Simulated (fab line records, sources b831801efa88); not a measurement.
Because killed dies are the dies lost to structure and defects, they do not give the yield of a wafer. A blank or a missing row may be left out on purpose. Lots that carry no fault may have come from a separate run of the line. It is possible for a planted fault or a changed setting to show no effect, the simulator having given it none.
fab line records + flow gf180mcu
record:
- lots: 15
- wafers: 45
- last_day: 34
route steps=602 shown M3@425 V3@455 M4@457 V5@544
lots with no fault: from the same line, run without faults
start_h: start of the lot's first displayed wafer, in hours after the record's first day + wait_h: time in hours since the lot's previous step + " the same as in the row above + L1.1+2: a row that stands for several wafers + - either no value or no given start + * or withheld: withheld + < > ~ a bound
route shown NAME@n: a module of which the file shows steps, and the number in the route of the first + usual: average and standard deviation across the fault-free wafers + same: alike in all rows + chamber/n: place in a boat + sites: per-site readings + _std_site: standard deviation across them + _edge_site: mean of outer sites minus mean of inner sites + radius_mm: how far each site lies from the wafer's centre + mask NAME#n: copy n + behind: the tool/chamber that last shaped the wafer + hold: reason for holding the lot/hours on hold/outcome of the hold + device: transistor that didn't switch, given as n, p or np + end of line: tests of these same wafers at the route's end + for a step that has no rows: nothing shown but its recipe + killed: dies lost to structure and defects at the first sort, not the wafer's yield + map: a wafer's dies, x killed, . not, _ none there
set.NAME: the setting as run; set.NAME@STEP: as run at that earlier step + model.NAME: the simulator's own value behind a step, which no gauge read
route steps across a sampled set of lots; one table per step, one row per wafer
services: from which hour (start_h, from the record's first day; less than 0 if before it) a tool's chamber was out of use, for how many hours, and why
== steps ==
step: GF_M3_METAL_ETCH_16
recipe:
- chemistry: Cl2/BCl3
- mask_material: KrF
- target_depth_nm: 627.5
- stop_on: SiO2
- pressure_mtorr: 8
- icp_w: 800
- bias_w: 140
- Cl2_flow_sccm: 80
- bcl3_flow_sccm: 40
- time_s: 104.6
usual:
- chamber_pressure_mTorr: 7.999/0.0073
- drypump_motor_current_A: 5.80/0.25
- oes_product_au: 0.975/0.0069
- throttle_valve_pct: 28.248/0.011
| lot.wafer | tool         | chamber | start_h | wait_h | chamber_pressure_mTorr | drypump_motor_current_A | oes_product_au | rf_hours_counter_h | throttle_valve_pct |
|-----------|--------------|---------|---------|--------|------------------------|-------------------------|----------------|--------------------|--------------------|
| L216.1    | rie_metal-01 | 1       | 490.00  | 0.0    | 7.995                  | 5.90                    | 0.965          | 9                  | 28.244             |
| L216.3    | "            | 1       | "       | "      | 8.003                  | 5.91                    | 0.972          | -                  | 28.235             |
| L216.6    | "            | 1       | "       | "      | 8.006                  | 5.90                    | 0.983          | -                  | 28.261             |
| L217.3    | rie_metal-01 | 0       | 505.19  | 0.1    | 8.014                  | 5.90                    | 0.967          | -                  | 28.269             |
| L217.4    | "            | 1       | "       | "      | 7.997                  | 5.92                    | 0.964          | -                  | 28.272             |
| L217.6    | "            | 1       | "       | "      | 8.005                  | 5.90                    | 0.971          | -                  | 28.264             |
| L219.2    | rie_metal-04 | 0       | 515.60  | 0.0    | 8.005                  | 5.89                    | 0.974          | 3                  | 28.259             |
| L219.3    | "            | 1       | "       | "      | 8.007                  | 5.81                    | 0.977          | -                  | 28.253             |
| L219.4    | "            | 0       | "       | "      | 7.986                  | 5.88                    | 0.977          | -                  | 28.245             |
| L220.3    | rie_metal-02 | 0       | 524.24  | 0.1    | 8.001                  | 5.93                    | 0.965          | -                  | 28.258             |
| L220.4    | "            | 1       | "       | "      | 8.001                  | 5.19                    | 0.977          | -                  | 28.234             |
| L220.6    | "            | 1       | "       | "      | 8.001                  | 5.21                    | 0.976          | -                  | 28.255             |
| L221.2    | rie_metal-01 | 1       | 538.65  | 0.0    | 8.004                  | 5.89                    | 0.981          | 10                 | 28.258             |
| L221.5    | "            | 1       | "       | "      | 7.992                  | 5.91                    | 0.974          | -                  | 28.246             |
| L221.6    | "            | 0       | "       | "      | 7.986                  | 5.88                    | 0.971          | -                  | 28.247             |
| L222.1    | rie_metal-02 | 0       | 545.35  | 0.0    | 7.993                  | 5.99                    | 0.973          | 1                  | 28.254             |
| L222.3    | "            | 1       | "       | "      | 8.007                  | 5.21                    | 0.971          | -                  | 28.248             |
| L222.5    | "            | 0       | "       | "      | 7.993                  | 6.02                    | 0.970          | -                  | 28.251             |
| L223.1    | rie_metal-02 | 1       | 554.90  | 0.0    | 7.998                  | 5.21                    | 0.987          | 3                  | 28.235             |
| L223.5    | "            | 0       | "       | "      | 8.002                  | 6.06                    | 0.978          | -                  | 28.249             |
| L223.6    | "            | 1       | "       | "      | 7.995                  | 5.22                    | 0.975          | -                  | 28.241             |
| L224.4    | rie_metal-04 | 0       | 562.66  | 0.1    | 7.996                  | 5.88                    | 0.982          | -                  | 28.246             |
| L224.5    | "            | 0       | "       | "      | 7.993                  | 5.91                    | 0.978          | -                  | 28.248             |
| L224.6    | "            | 0       | "       | "      | 7.998                  | 5.89                    | 0.969          | -                  | 28.267             |
| L230.1    | rie_metal-01 | 0       | 612.45  | 0.0    | 7.993                  | 5.86                    | 0.973          | 13                 | 28.240             |
| L230.2    | "            | 0       | "       | "      | 7.999                  | 5.88                    | 0.977          | -                  | 28.224             |
| L230.6    | "            | 0       | "       | "      | 7.996                  | 5.84                    | 0.982          | -                  | 28.259             |
| L232.3    | rie_metal-04 | 1       | 624.24  | 0.1    | 8.002                  | 5.83                    | 0.974          | -                  | 28.248             |
| L232.5    | "            | 0       | "       | "      | 7.996                  | 5.92                    | 0.974          | -                  | 28.260             |
| L232.6    | "            | 1       | "       | "      | 8.009                  | 5.81                    | 0.979          | -                  | 28.250             |
| L233.1    | rie_metal-01 | 0       | 629.05  | 0.0    | 8.002                  | 5.88                    | 0.977          | 14                 | 28.254             |
| L233.3    | "            | 0       | "       | "      | 7.990                  | 5.87                    | 0.984          | -                  | 28.220             |
| L233.4    | "            | 0       | "       | "      | 8.003                  | 5.88                    | 0.974          | -                  | 28.249             |
| L234.2    | rie_metal-04 | 0       | 639.25  | 0.0    | 7.998                  | 5.88                    | 0.979          | 7                  | 28.239             |
| L234.4    | "            | 0       | "       | "      | 7.999                  | 5.88                    | 0.975          | -                  | 28.243             |
| L234.6    | "            | 0       | "       | "      | 8.004                  | 5.89                    | 0.976          | -                  | 28.238             |
| L235.3    | rie_metal-01 | 1       | 643.62  | 0.1    | 8.012                  | 5.95                    | 0.988          | -                  | 28.244             |
| L235.5    | "            | 1       | "       | "      | 8.006                  | 5.93                    | 0.975          | -                  | 28.254             |
| L235.6    | "            | 1       | "       | "      | 8.005                  | 5.91                    | 0.983          | -                  | 28.243             |
| L237.3    | rie_metal-01 | 1       | 655.90  | 0.1    | 8.003                  | 5.87                    | 0.969          | -                  | 28.250             |
| L237.4    | "            | 1       | "       | "      | 8.013                  | 5.88                    | 0.954          | -                  | 28.262             |
| L237.6    | "            | 1       | "       | "      | 8.013                  | 5.88                    | 0.970          | -                  | 28.246             |
| L239.2    | rie_metal-04 | 0       | 667.40  | 0.0    | 7.984                  | 5.91                    | 0.986          | 8                  | 28.235             |
| L239.3    | "            | 0       | "       | "      | 8.004                  | 5.90                    | 0.984          | -                  | 28.240             |
| L239.4    | "            | 1       | "       | "      | 8.007                  | 5.80                    | 0.975          | -                  | 28.231             |
step: GF_V3_CMP_26
recipe:
- stop_on: SiO2
- down_force_psi: 3.5
- platen_rpm: 60
- t_overpolish_s: 15
- target_thk_nm: 0
- pad_velocity_m_s: 0.94248
usual:
- motor_current_A: 10.2/0.9
- overpolish_run_s: 14.999/0.0091
- time_to_endpoint_s: 86/3.7
| lot.wafer | tool   | chamber | start_h | wait_h | motor_current_A | overpolish_run_s | time_to_endpoint_s |
|-----------|--------|---------|---------|--------|-----------------|------------------|--------------------|
| L216.3    | cmp-02 | 2       | 516.12  | 0.0    | 9.5             | 14.990           | 81                 |
| L216.1    | "      | 1       | "       | "      | 11.9            | 15.006           | 80                 |
| L216.6    | "      | 2       | "       | "      | 8.8             | 15.003           | 80                 |
| L217.4    | cmp-02 | 2       | 530.58  | 0.0    | 9.6             | 14.988           | 85                 |
| L217.3    | "      | 0       | "       | "      | 11.2            | 14.991           | 87                 |
| L217.6    | "      | 2       | "       | "      | 9.3             | 14.984           | 86                 |
| L219.4    | cmp-02 | 2       | 541.44  | 0.0    | 9.4             | 15.020           | 83                 |
| L219.2    | "      | 0       | "       | "      | 11.4            | 15.001           | 84                 |
| L219.3    | "      | 1       | "       | "      | 11.1            | 14.989           | 88                 |
| L220.4    | cmp-01 | 2       | 549.74  | 0.1    | 9.3             | 14.989           | 88                 |
| L220.3    | "      | 3       | "       | "      | 9.6             | 15.012           | 91                 |
| L220.6    | "      | 2       | "       | "      | 10.2            | 15.016           | 87                 |
| L221.2    | cmp-01 | 3       | 563.70  | 0.1    | 9.6             | 15.001           | 96                 |
| L221.6    | "      | 1       | "       | "      | 10.2            | 14.998           | 93                 |
| L221.5    | "      | 2       | "       | "      | 9.3             | 15.024           | 92                 |
| L222.1    | cmp-02 | 2       | 570.53  | 0.1    | 9.5             | 15.002           | 85                 |
| L222.3    | "      | 0       | "       | "      | 11.6            | 14.996           | 91                 |
| L222.5    | "      | 3       | "       | "      | 9.9             | 15.002           | 88                 |
| L223.1    | cmp-01 | 1       | 579.96  | 0.2    | 9.9             | 14.997           | 87                 |
| L223.5    | "      | 2       | "       | "      | 9.7             | 15.007           | 89                 |
| L223.6    | "      | 3       | "       | "      | 9.4             | 14.987           | 93                 |
| L224.4    | cmp-02 | 0       | 587.06  | 0.2    | 11.8            | 14.996           | 89                 |
| L224.5    | "      | 1       | "       | "      | 11.1            | 15.004           | 85                 |
| L224.6    | "      | 2       | "       | "      | 9.5             | 14.998           | 85                 |
| L230.1    | cmp-01 | 0       | 635.64  | 0.1    | 10.6            | 14.992           | 81                 |
| L230.2    | "      | 2       | "       | "      | 9.2             | 14.991           | 85                 |
| L230.6    | "      | 0       | "       | "      | 10.0            | 14.982           | 81                 |
| L232.3    | cmp-02 | 3       | 646.51  | 0.2    | 9.8             | 15.001           | 83                 |
| L232.5    | "      | 0       | "       | "      | 11.6            | 15.001           | 85                 |
| L232.6    | "      | 1       | "       | "      | 11.7            | 15.008           | 82                 |
| L233.1    | cmp-02 | 2       | 651.86  | 0.1    | 9.4             | 15.003           | 87                 |
| L233.4    | "      | 3       | "       | "      | 10.1            | 14.984           | 88                 |
| L233.3    | "      | 1       | "       | "      | 11.5            | 15.001           | 86                 |
| L234.4    | cmp-02 | 3       | 661.80  | 0.1    | 10.2            | 14.992           | 88                 |
| L234.2    | "      | 1       | "       | "      | 11.5            | 15.008           | 84                 |
| L234.6    | "      | 3       | "       | "      | 9.5             | 14.998           | 89                 |
| L235.3    | cmp-02 | 0       | 665.96  | 0.0    | 12.1            | 15.012           | 88                 |
| L235.6    | "      | 0       | "       | "      | 12.1            | 14.995           | 91                 |
| L235.5    | "      | 1       | "       | "      | 12.0            | 15.017           | 86                 |
| L237.4    | cmp-01 | 3       | 677.88  | 0.0    | 9.8             | 15.006           | 84                 |
| L237.3    | "      | 2       | "       | "      | 9.2             | 15.009           | 79                 |
| L237.6    | "      | 0       | "       | "      | 10.3            | 15.006           | 79                 |
| L239.3    | cmp-01 | 3       | 689.53  | 0.0    | 10.2            | 14.995           | 86                 |
| L239.2    | "      | 0       | "       | "      | 10.3            | 15.000           | 79                 |
| L239.4    | "      | 1       | "       | "      | 10.6            | 14.996           | 80                 |
step: GF_M4_SPUTTER_01
recipe:
- material: TiN
- target_thk_nm: 30
- power_w: 6500
- time_s: 25
- chamber_pressure_pa: 0.4
usual:
- throttle_valve_pct: 29.4/0.84
| lot.wafer | tool           | chamber | start_h | wait_h | throttle_valve_pct |
|-----------|----------------|---------|---------|--------|--------------------|
| L216.1    | pvd_sputter-02 | -       | 516.52  | 0.1    | 27.8               |
| L216.3    | "              | -       | "       | "      | 29.9               |
| L216.6    | "              | -       | "       | "      | 29.9               |
| L217.3    | pvd_sputter-02 | -       | 530.98  | 0.1    | 29.8               |
| L217.4    | "              | -       | "       | "      | 28.1               |
| L217.6    | "              | -       | "       | "      | 30.1               |
| L219.2    | pvd_sputter-04 | -       | 541.84  | 0.1    | 29.7               |
| L219.3    | "              | -       | "       | "      | 31.0               |
| L219.4    | "              | -       | "       | "      | 29.9               |
| L220.3    | pvd_sputter-02 | -       | 550.09  | 0.1    | 29.6               |
| L220.4    | "              | -       | "       | "      | 27.8               |
| L220.6    | "              | -       | "       | "      | 29.8               |
| L221.2    | pvd_sputter-01 | -       | 564.00  | 0.1    | 27.9               |
| L221.5    | "              | -       | "       | "      | 27.9               |
| L221.6    | "              | -       | "       | "      | 29.3               |
| L222.1    | pvd_sputter-01 | -       | 570.93  | 0.1    | 27.7               |
| L222.3    | "              | -       | "       | "      | 29.0               |
| L222.5    | "              | -       | "       | "      | 27.6               |
| L223.1    | pvd_sputter-04 | -       | 580.21  | 0.1    | 29.6               |
| L223.5    | "              | -       | "       | "      | 30.8               |
| L223.6    | "              | -       | "       | "      | 29.8               |
| L224.4    | pvd_sputter-01 | -       | 587.33  | 0.0    | 28.7               |
| L224.5    | "              | -       | "       | "      | 28.9               |
| L224.6    | "              | -       | "       | "      | 29.1               |
| L230.1    | pvd_sputter-04 | -       | 636.04  | 0.1    | 29.9               |
| L230.2    | "              | -       | "       | "      | 29.5               |
| L230.6    | "              | -       | "       | "      | 29.7               |
| L232.3    | pvd_sputter-02 | -       | 646.76  | 0.1    | 29.7               |
| L232.5    | "              | -       | "       | "      | 29.9               |
| L232.6    | "              | -       | "       | "      | 29.7               |
| L233.1    | pvd_sputter-02 | -       | 652.26  | 0.1    | 30.0               |
| L233.3    | "              | -       | "       | "      | 29.9               |
| L233.4    | "              | -       | "       | "      | 29.7               |
| L234.2    | pvd_sputter-01 | -       | 662.15  | 0.1    | 28.9               |
| L234.4    | "              | -       | "       | "      | 28.9               |
| L234.6    | "              | -       | "       | "      | 29.0               |
| L235.3    | pvd_sputter-02 | -       | 666.36  | 0.1    | 27.9               |
| L235.5    | "              | -       | "       | "      | 29.7               |
| L235.6    | "              | -       | "       | "      | 29.9               |
| L237.3    | pvd_sputter-04 | -       | 678.28  | 0.1    | 29.7               |
| L237.4    | "              | -       | "       | "      | 29.6               |
| L237.6    | "              | -       | "       | "      | 29.8               |
| L239.2    | pvd_sputter-04 | -       | 689.93  | 0.1    | 30.8               |
| L239.3    | "              | -       | "       | "      | 29.7               |
| L239.4    | "              | -       | "       | "      | 30.0               |
step: GF_V5_CMP_04
recipe:
- material: SiO2
- down_force_psi: 4
- platen_rpm: 60
- pad_velocity_m_s: 0.94248
usual:
- motor_current_A: 11.1/0.9
| lot.wafer | tool   | chamber | start_h | wait_h | motor_current_A |
|-----------|--------|---------|---------|--------|-----------------|
| L216.1    | cmp-01 | 0       | 611.55  | 0.1    | 10.9            |
| L216.3    | "      | 1       | "       | "      | 11.4            |
| L216.6    | "      | 3       | "       | "      | 10.4            |
| L217.3    | cmp-02 | 0       | 623.76  | 0.1    | 12.8            |
| L217.4    | "      | 2       | "       | "      | 10.0            |
| L217.6    | "      | 3       | "       | "      | 11.9            |
| L219.4    | cmp-01 | 1       | 633.14  | 0.0    | 11.2            |
| L219.3    | "      | 2       | "       | "      | 9.9             |
| L219.2    | "      | 0       | "       | "      | 10.6            |
| L220.4    | cmp-01 | 1       | 638.07  | 0.1    | 11.2            |
| L220.3    | "      | 2       | "       | "      | 10.2            |
| L220.6    | "      | 1       | "       | "      | 11.2            |
| L221.2    | cmp-02 | 3       | 652.31  | 0.2    | 11.8            |
| L221.6    | "      | 0       | "       | "      | 13.2            |
| L221.5    | "      | 1       | "       | "      | 12.1            |
| L222.1    | cmp-01 | 3       | 657.63  | 0.1    | 10.1            |
| L222.3    | "      | 0       | "       | "      | 10.8            |
| L222.5    | "      | 2       | "       | "      | 9.9             |
| L223.1    | cmp-01 | 2       | 668.15  | 0.2    | 10.0            |
| L223.5    | "      | 3       | "       | "      | 10.4            |
| L223.6    | "      | 0       | "       | "      | 11.2            |
| L224.4    | cmp-02 | 2       | 673.34  | 0.1    | 10.1            |
| L224.6    | "      | 1       | "       | "      | 12.2            |
| L224.5    | "      | 2       | "       | "      | 10.4            |
| L230.2    | cmp-02 | 1       | 716.90  | 0.1    | 12.0            |
| L230.1    | "      | 3       | "       | "      | 10.7            |
| L230.6    | "      | 1       | "       | "      | 13.3            |
| L232.3    | cmp-01 | 3       | 726.15  | 0.1    | 10.1            |
| L232.5    | "      | 2       | "       | "      | 10.7            |
| L232.6    | "      | 3       | "       | "      | 10.5            |
| L233.4    | cmp-01 | 2       | 731.84  | 0.0    | 9.7             |
| L233.1    | "      | 0       | "       | "      | 10.9            |
| L233.3    | "      | 1       | "       | "      | 10.4            |
| L234.4    | cmp-01 | 1       | 740.34  | 0.1    | 11.3            |
| L234.2    | "      | 2       | "       | "      | 10.2            |
| L234.6    | "      | 3       | "       | "      | 10.4            |
| L235.3    | cmp-02 | 0       | 748.36  | 4.2    | 13.0            |
| L235.6    | "      | 1       | "       | "      | 12.3            |
| L235.5    | "      | 2       | "       | "      | 10.0            |
| L237.4    | cmp-02 | 3       | 754.74  | 0.0    | 11.1            |
| L237.3    | "      | 2       | "       | "      | 10.5            |
| L237.6    | "      | 3       | "       | "      | 10.9            |
| L239.4    | cmp-02 | 3       | 763.80  | 0.0    | 11.5            |
| L239.3    | "      | 1       | "       | "      | 12.4            |
| L239.2    | "      | 2       | "       | "      | 10.2            |
step: GF_V5_ETCH_17
recipe:
- chemistry: C4F8/O2/Ar
- mask_material: KrF
- target: SiO2
- stop_on: TiN
- source_w: 1500
- bias_w: 1200
- pressure_mtorr: 40
- c4f8_flow_sccm: withheld
- O2_flow_sccm: 6
- Ar_flow_sccm: 300
- time_s: withheld
- target_depth_a: 8550
usual:
- chamber_pressure_mTorr: 40.00/0.041
- oes_product_au: 0.860/0.0048
| lot.wafer | tool        | chamber | start_h | wait_h | chamber_pressure_mTorr | oes_product_au |
|-----------|-------------|---------|---------|--------|------------------------|----------------|
| L216.1    | rie_diel-02 | 3       | -       | -      | 40.01                  | 0.852          |
| L216.3    | "           | 1       | "       | "      | 39.97                  | 0.861          |
| L216.6    | "           | 1       | "       | "      | 40.00                  | 0.872          |
| L217.3    | rie_diel-01 | 1       | -       | -      | 40.05                  | 0.858          |
| L217.4    | "           | 2       | "       | "      | 39.80                  | 0.863          |
| L217.6    | "           | 2       | "       | "      | 40.01                  | 0.859          |
| L219.2    | rie_diel-01 | 1       | -       | -      | 40.04                  | 0.857          |
| L219.3    | "           | 0       | "       | "      | 40.05                  | 0.868          |
| L219.4    | "           | 2       | "       | "      | 40.01                  | 0.867          |
| L220.3    | rie_diel-02 | 2       | -       | -      | 40.03                  | 0.858          |
| L220.4    | "           | 3       | "       | "      | 40.03                  | 0.862          |
| L220.6    | "           | 3       | "       | "      | 40.04                  | 0.853          |
| L221.2    | rie_diel-01 | 2       | -       | -      | 39.93                  | 0.860          |
| L221.5    | "           | 2       | "       | "      | 40.04                  | 0.858          |
| L221.6    | "           | 1       | "       | "      | 40.02                  | 0.860          |
| L222.1    | rie_diel-03 | 0       | -       | -      | 40.01                  | 0.863          |
| L222.3    | "           | 1       | "       | "      | 40.01                  | 0.865          |
| L222.5    | "           | 0       | "       | "      | 39.93                  | 0.862          |
| L223.1    | rie_diel-03 | 1       | -       | -      | 40.00                  | 0.851          |
| L223.5    | "           | 1       | "       | "      | 40.02                  | 0.862          |
| L223.6    | "           | 0       | "       | "      | 40.05                  | 0.854          |
| L224.4    | rie_diel-02 | 1       | -       | -      | 39.97                  | 0.853          |
| L224.5    | "           | 2       | "       | "      | 39.97                  | 0.855          |
| L224.6    | "           | 3       | "       | "      | 39.99                  | 0.854          |
| L230.1    | rie_diel-02 | 0       | -       | -      | 40.00                  | 0.860          |
| L230.2    | "           | 2       | "       | "      | 40.00                  | 0.855          |
| L230.6    | "           | 0       | "       | "      | 40.03                  | 0.859          |
| L232.3    | rie_diel-02 | 2       | -       | -      | 39.94                  | 0.865          |
| L232.5    | "           | 0       | "       | "      | 39.96                  | 0.855          |
| L232.6    | "           | 3       | "       | "      | 40.01                  | 0.977          |
| L233.1    | rie_diel-02 | 3       | -       | -      | 40.01                  | 0.976          |
| L233.3    | "           | 1       | "       | "      | 40.06                  | 0.856          |
| L233.4    | "           | 2       | "       | "      | 39.96                  | 0.861          |
| L234.2    | rie_diel-03 | 1       | -       | -      | 40.04                  | 0.862          |
| L234.4    | "           | 2       | "       | "      | 40.02                  | 0.868          |
| L234.6    | "           | 0       | "       | "      | 39.97                  | 0.976          |
| L235.3    | rie_diel-02 | 1       | -       | -      | 39.98                  | 0.866          |
| L235.5    | "           | 0       | "       | "      | 39.98                  | 0.860          |
| L235.6    | "           | 1       | "       | "      | 40.05                  | 0.861          |
| L237.3    | rie_diel-02 | 0       | -       | -      | 39.98                  | 0.851          |
| L237.4    | "           | 2       | "       | "      | 39.95                  | 0.864          |
| L237.6    | "           | 3       | "       | "      | 40.03                  | 0.856          |
| L239.2    | rie_diel-03 | 1       | -       | -      | 40.06                  | 0.863          |
| L239.3    | "           | 0       | "       | "      | 39.96                  | 0.857          |
| L239.4    | "           | 2       | "       | "      | 39.95                  | 0.851          |
== services ==
| tool           | chamber | start_h | hours | kind   |
|----------------|---------|---------|-------|--------|
| pvd_sputter-04 | -       | 476.72  | 15.3  | repair |
| cmp-01         | -       | 483.19  | 1.4   | repair |
| cmp-02         | -       | 498.37  | 1.2   | repair |
| cmp-01         | -       | 509.82  | 27.9  | repair |
| cmp-01         | -       | 526.59  | 1.3   | repair |
| rie_diel-02    | 1       | 529.76  | 9.5   | repair |
| cmp-01         | -       | 533.81  | 0.8   | repair |
| cmp-01         | -       | 537.77  | 5.8   | pm     |
| cmp-02         | -       | 555.20  | 3.6   | pm     |
| pvd_sputter-02 | -       | 562.78  | 9.5   | repair |
| cmp-01         | -       | 572.00  | 4.0   | pm     |
| cmp-02         | -       | 583.42  | 1.5   | repair |
| rie_metal-01   | -       | 584.68  | 1.4   | pm     |
| cmp-02         | -       | 599.08  | 7.7   | pm     |
| rie_metal-01   | 1       | 603.58  | 9.0   | repair |
| rie_metal-01   | 1       | 614.71  | 1.6   | repair |
| cmp-02         | -       | 690.26  | 1.8   | repair |
| cmp-02         | -       | 701.33  | 1.1   | repair |
| rie_diel-02    | 1       | 705.83  | 29.8  | repair |
| cmp-02         | -       | 709.50  | 1.0   | repair |
| cmp-01         | -       | 743.38  | 4.8   | pm     |
| cmp-02         | -       | 744.21  | 4.0   | pm     |
| cmp-02         | -       | 757.35  | 4.8   | repair |
| cmp-02         | -       | 769.03  | 0.8   | repair |
== key ==
first_sign:
- step: GF_V5_ETCH_17
- reading: oes_product_au
- direction: up
- sigmas: 24
- usual: 0.860
- struck: 0.976
effect none on later readings
met_at GF_V5_CMP_04
struck_lots L232,L233,L234
struck_wafers L232.6,L233.1,L234.6
sort_left_out L232.6,L233.1,L234.6
not_acting_at GF_M3_METAL_ETCH_16,GF_V3_CMP_26,GF_M4_SPUTTER_01
onset_between 668.15 726.15
fault:
- kind: process_parameter_drift
- tool: cmp-01
- chamber: -
- onset_h: 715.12
- steps: GF_V5_CMP_04
- channel: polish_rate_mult
- offset: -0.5
- shape: step
- end_h: 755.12
- scope: struck_wafers_only
sort_left_out: the simulated sort isn't trusted on such a fault, so these wafers' sort isn't shown, and their yield isn't known
